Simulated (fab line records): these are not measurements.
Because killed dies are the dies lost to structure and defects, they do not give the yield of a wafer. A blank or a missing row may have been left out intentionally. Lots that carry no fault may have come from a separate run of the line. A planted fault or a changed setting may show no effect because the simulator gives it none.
fab line records | flow sfq_line
record: lots: 14 wafers: 42 last_day: 94
route steps=325 shown M2@99 I2@110
lots with no fault: from the same line, run without faults
start_h: the number of hours between the record's first day and the start of the first shown wafer of the lot | wait_h: hours elapsed since this lot's preceding step | " same as the row above | L1.1+2: one row covering several wafers at once | - either no value or no given start | * or withheld: withheld | < > ~ a bound
route shown NAME@n: a module of which the file shows steps, and the number in the route of the first | usual: average and standard deviation across the fault-free wafers | same: alike in all rows | chamber/n: place in a boat | sites: the reading at each site | _std_site: the standard deviation of these | _edge_site: mean of outer sites minus mean of inner sites | radius_mm: how far each site lies from the wafer's centre | mask NAME#n: copy n | behind: tool/chamber where the wafer was last shaped | hold: reason for holding the lot/hours on hold/outcome of the hold | device: which transistor (n, p or np) failed to switch | end of line: the same wafers' tests at the end of the route | step lacking rows: just its recipe | killed: the dies lost at the first sort to structure and to defects; this is not the yield of the wafer | map: shows each die of a wafer: x if killed, . if not, _ if none is there
set.NAME: the setting that was run; set.NAME@STEP: the one run at that earlier step | model.NAME: the simulator's own value behind a step, which no gauge read
one table for each step of the route and one row for each wafer, over a sample of lots
services: the hour from which a tool's chamber was out of use, counted from the record's first day as start_h (under 0 if before that day), plus the number of hours and why
== steps ==
step: SFQ_TRILAYER_M2_BARC_OPEN_METAL_ETCH_077
recipe: mask_material: PR chemistry: O2 target_depth_nm: 125 target: BARC icp_w: 600 bias_w: 80 pressure_mtorr: 10 time_s: 41.7
usual: bias_w: 80.03/0.25 chamber_pressure_mTorr: 10.001/0.0094 drypump_motor_current_A: 5.7/0.49 oes_product_au: 0.685/0.0051
columns lot.wafer tool chamber start_h wait_h bias_w chamber_pressure_mTorr drypump_motor_current_A oes_product_au rf_hours_counter_h
L650.2 rie_metal-04 1 421.75 0.0 80.19 10.010 6.6 0.692 2
L650.5 " 0 " " 79.62 10.001 5.6 0.681 -
L650.6 " 1 " " 79.88 10.000 6.6 0.698 -
L651.3 rie_metal-02 1 431.37 0.0 79.80 10.002 5.3 0.678 -
L651.5 " 0 " " 79.81 9.998 4.7 0.676 -
L651.6 " 1 " " 80.23 10.000 5.3 0.686 -
L652.2 rie_metal-04 1 445.55 0.0 80.23 9.985 6.6 0.686 8
L652.3 " 1 " " 79.89 10.004 6.6 0.678 -
L652.4 " 0 " " 79.62 9.999 5.6 0.680 -
L653.2 rie_metal-03 0 455.15 0.0 80.47 10.016 6.0 0.674 33
L653.3 " 1 " " 79.94 9.993 5.7 0.687 -
L653.5 " 0 " " 80.05 10.013 5.9 0.683 -
L654.3 rie_metal-03 1 457.57 0.0 80.27 10.014 5.7 0.688 -
L654.5 " 1 " " 79.88 9.996 5.7 0.689 -
L654.6 " 0 " " 79.90 10.006 5.9 0.685 -
L657.2 rie_metal-02 0 486.25 0.0 - - - - -
L657.3 " 1 " " - - - - -
L657.4 " 0 " " - - - - -
L658.2 rie_metal-03 0 492.25 0.0 - - - - -
L658.5 " 0 " " - - - - -
L658.6 " 1 " " - - - - -
L667.1 rie_metal-04 1 600.35 0.0 80.02 9.999 6.6 0.687 32
L667.2 " 0 " " 80.29 10.004 5.6 0.681 106
L667.5 " 1 " " 80.31 10.004 6.6 0.686 -
L668.1 rie_metal-03 0 608.02 0.0 79.60 9.998 5.9 0.685 57
L668.2 " 1 " " 80.05 10.002 5.7 0.682 96
L668.6 " 1 " " 80.21 9.996 5.7 0.681 -
L669.2 rie_metal-03 1 617.42 0.0 79.81 10.018 5.7 0.687 98
L669.4 " 1 " " 80.16 9.979 5.7 0.684 -
L669.5 " 0 " " 79.86 9.986 5.9 0.694 -
L670.1 rie_metal-03 0 622.22 0.0 79.60 9.989 5.9 0.683 60
L670.2 " 1 " " 80.40 10.015 5.7 0.686 99
L670.3 " 0 " " 79.77 9.990 5.9 0.687 -
L671.1 rie_metal-04 1 635.76 0.0 80.00 10.011 6.6 0.684 39
L671.2 " 0 " " 80.37 10.002 5.6 0.684 113
L671.4 " 0 " " 80.15 10.011 5.6 0.692 -
L672.1 rie_metal-03 0 644.16 0.0 79.97 9.989 5.9 0.683 64
L672.5 " 1 " " 79.88 10.004 5.7 0.686 -
L672.6 " 0 " " 79.84 10.006 5.9 0.680 -
L673.1 rie_metal-03 0 685.52 0.0 79.92 10.007 5.9 0.689 69
L673.4 " 0 " " 80.23 9.987 5.9 0.678 -
L673.5 " 0 " " 80.14 10.006 6.0 0.682 -
step: SFQ_TRILAYER_M2_ETCH_METAL_ETCH_060
recipe: target: Nb stop_on: SiO2 mask_material: PR chemistry: Cl2/Ar target_depth_nm: 240 icp_w: 600 bias_w: 80 pressure_mtorr: 10 time_s: 120
usual: bias_w: 80.00/0.26 chamber_pressure_mTorr: 10.000/0.0088 drypump_motor_current_A: 5.7/0.5 oes_product_au: 0.894/0.0067
columns lot.wafer tool chamber start_h wait_h bias_w chamber_pressure_mTorr drypump_motor_current_A oes_product_au rf_hours_counter_h
L650.2 rie_metal-04 1 421.81 0.0 79.95 10.010 6.6 0.889 2
L650.5 " 0 " " 79.83 10.015 5.6 0.884 -
L650.6 " 1 " " 79.60 10.001 6.6 0.890 -
L651.3 rie_metal-02 1 431.45 0.1 80.31 10.009 5.3 0.888 -
L651.5 " 0 " " 79.87 10.002 4.6 0.890 -
L651.6 " 1 " " 80.50 10.002 5.3 0.896 -
L652.2 rie_metal-04 1 445.61 0.0 79.80 10.007 6.6 0.901 8
L652.3 " 1 " " 79.87 10.017 6.6 0.900 -
L652.4 " 0 " " 80.05 9.982 5.6 0.886 -
L653.2 rie_metal-03 0 455.21 0.0 80.33 9.984 5.9 0.894 33
L653.3 " 1 " " 79.98 9.992 5.7 0.890 -
L653.5 " 0 " " 80.09 9.995 5.9 0.893 -
L654.3 rie_metal-03 1 457.65 0.1 80.01 9.995 5.7 0.890 -
L654.5 " 1 " " 79.94 10.009 5.7 0.886 -
L654.6 " 0 " " 79.89 10.002 5.9 0.891 -
L657.2 rie_metal-02 0 486.31 0.0 79.41 9.996 4.6 0.379 137
L657.3 " 1 " " 80.10 10.001 5.2 0.374 -
L657.4 " 0 " " 79.70 9.998 4.6 0.380 -
L658.2 rie_metal-03 0 492.31 0.0 80.12 10.010 5.9 0.377 39
L658.5 " 0 " " 79.98 10.007 5.9 0.374 -
L658.6 " 1 " " 80.13 10.006 5.7 0.368 -
L667.1 rie_metal-04 1 600.41 0.0 80.75 10.008 6.6 0.888 32
L667.2 " 0 " " 79.78 9.998 5.6 0.905 106
L667.5 " 1 " " 80.34 9.999 6.6 0.890 -
L668.1 rie_metal-03 0 608.08 0.0 80.25 10.008 5.9 0.885 57
L668.2 " 1 " " 79.89 9.992 5.7 0.886 96
L668.6 " 1 " " 79.57 9.990 5.7 0.884 -
L669.2 rie_metal-03 1 617.48 0.0 79.97 9.986 5.7 0.901 98
L669.4 " 1 " " 80.01 9.983 5.7 0.899 -
L669.5 " 0 " " 79.80 9.992 5.9 0.909 -
L670.1 rie_metal-03 0 622.28 0.0 80.14 9.997 5.9 0.891 60
L670.2 " 1 " " 79.98 9.997 5.7 0.883 99
L670.3 " 0 " " 79.94 9.988 5.9 0.893 -
L671.1 rie_metal-04 1 635.82 0.0 80.11 9.997 6.6 0.892 39
L671.2 " 0 " " 79.96 9.988 5.6 0.894 113
L671.4 " 0 " " 79.97 9.988 5.6 0.890 -
L672.1 rie_metal-03 0 644.22 0.0 80.31 10.000 5.9 0.892 64
L672.5 " 1 " " 80.48 10.002 5.7 0.902 -
L672.6 " 0 " " 80.23 10.003 5.9 0.894 -
L673.1 rie_metal-03 0 685.58 0.0 80.02 9.996 5.9 0.901 69
L673.4 " 0 " " 79.63 9.998 5.9 0.904 -
L673.5 " 0 " " 79.69 10.001 5.9 0.891 -
step: SFQ_TRILAYER_I2_VIA_LITHO_EXPOSE_068
recipe: mask_id: I2 na: 0.6 source_shape: conventional sigma_outer: 0.65 target_cd_nm: 500 dose_mj: 21.3
usual: exposure_dose_mJ_cm2: 21.299/0.018 focus_offset_nm: 0.1/0.53 stage_vel_mm_s: 500.01/0.24
columns lot.wafer tool chamber start_h wait_h mask exposure_dose_mJ_cm2 focus_offset_nm stage_vel_mm_s
L650.2 krf_scanner-01 0 488.34 - I2#0 21.312 -0.6 500.51
L650.5 " 0 " " I2#0 21.328 -0.6 500.32
L650.6 " 0 " " I2#0 21.319 -0.5 500.16
L651.3 krf_scanner-01 0 498.14 - I2#0 21.310 -1.0 500.17
L651.5 " 0 " " I2#0 21.274 -0.5 500.14
L651.6 " 0 " " I2#0 21.252 -0.9 499.89
L652.2 krf_scanner-01 0 514.74 - I2#0 21.279 -0.3 500.02
L652.3 " 0 " " I2#0 21.302 -0.3 500.24
L652.4 " 0 " " I2#0 21.288 -0.2 500.08
L653.2 krf_scanner-01 0 524.34 - I2#0 21.309 0.8 500.20
L653.3 " 0 " " I2#0 21.316 -0.3 499.84
L653.5 " 0 " " I2#0 21.298 0.6 499.83
L654.3 krf_scanner-01 0 528.14 - I2#0 21.281 0.1 500.02
L654.5 " 0 " " I2#0 21.292 -0.2 499.98
L654.6 " 0 " " I2#0 21.318 0.0 500.08
L657.2 krf_scanner-01 - 561.30 - I2#0 - - -
L657.3 " - " " I2#0 - - -
L657.4 " - " " I2#0 - - -
L658.2 krf_scanner-01 - 581.67 - I2#0 - - -
L658.5 " - " " I2#0 - - -
L658.6 " - " " I2#0 - - -
L667.1 krf_scanner-01 0 671.69 - I2#0 21.316 0.3 499.91
L667.2 " 0 " " I2#0 21.323 -0.2 500.04
L667.5 " 0 " " I2#0 21.296 -0.3 499.91
L668.1 krf_scanner-01 0 680.19 - I2#0 21.301 0.1 500.00
L668.2 " 0 " " I2#0 21.294 0.9 499.85
L668.6 " 0 " " I2#0 21.302 0.8 499.73
L669.2 krf_scanner-01 0 687.59 - I2#0 21.334 0.7 499.79
L669.4 " 0 " " I2#0 21.324 0.5 500.25
L669.5 " 0 " " I2#0 21.303 -0.1 499.93
L670.1 krf_scanner-01 0 692.19 - I2#0 21.298 -0.2 499.81
L670.2 " 0 " " I2#0 21.338 0.1 499.38
L670.3 " 0 " " I2#0 21.300 0.2 499.94
L671.1 krf_scanner-01 0 700.59 - I2#0 21.333 0.1 499.44
L671.2 " 0 " " I2#0 21.319 -0.1 499.75
L671.4 " 0 " " I2#0 21.318 -0.8 499.87
L672.1 krf_scanner-01 0 702.99 - I2#0 21.269 0.0 500.36
L672.5 " 0 " " I2#0 21.292 0.3 500.00
L672.6 " 0 " " I2#0 21.297 0.9 500.15
L673.1 krf_scanner-01 0 723.19 - I2#0 21.291 -0.2 499.99
L673.4 " 0 " " I2#0 21.292 0.4 500.19
L673.5 " 0 " " I2#0 21.293 -1.0 500.02
== services ==
columns tool chamber start_h hours kind
krf_scanner-01 - 409.13 2.1 repair
rie_metal-04 1 412.99 4.2 repair
krf_scanner-01 - 460.91 0.2 repair
krf_scanner-01 - 474.84 1.3 pm
krf_scanner-01 - 487.37 0.7 repair
rie_metal-04 1 496.25 18.4 repair
rie_metal-03 - 507.09 1.4 pm
krf_scanner-01 - 532.54 3.6 pm
rie_metal-04 - 532.80 2.8 pm
krf_scanner-01 - 538.50 1.0 pm
rie_metal-04 - 553.75 1.4 pm
rie_metal-03 - 561.09 14.6 pm
krf_scanner-01 - 562.30 0.8 pm
krf_scanner-01 - 566.65 4.0 pm
krf_scanner-01 - 570.67 7.2 pm
rie_metal-04 1 587.62 3.4 repair
krf_scanner-01 - 656.51 0.4 repair
krf_scanner-01 - 662.62 0.7 repair
krf_scanner-01 - 675.29 1.3 pm
rie_metal-02 0 704.73 - clean
rie_metal-02 0 704.73 14.1 scheduled_down
rie_metal-02 0 704.73 14.1 vent_cycle
krf_scanner-01 - 707.79 1.0 pm
== key ==
first_sign: step: SFQ_TRILAYER_M2_BARC_OPEN_METAL_ETCH_077 reading: tool_record direction: missing
effect: step: SFQ_TRILAYER_M2_ETCH_METAL_ETCH_060 reading: oes_product_au direction: down sigmas: 77 usual: 0.894 struck: 0.375
effect: step: SFQ_TRILAYER_I2_VIA_LITHO_EXPOSE_068 reading: tool_record direction: missing
met_at SFQ_TRILAYER_M2_BARC_OPEN_METAL_ETCH_077
struck_lots L657,L658
onset_between 457.57 486.25
fault: kind: skipped_step_whole tool: rie_metal-02,rie_metal-03 chamber: - onset_h: 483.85 steps: SFQ_TRILAYER_M2_BARC_OPEN_METAL_ETCH_077 scope: struck_lots_only
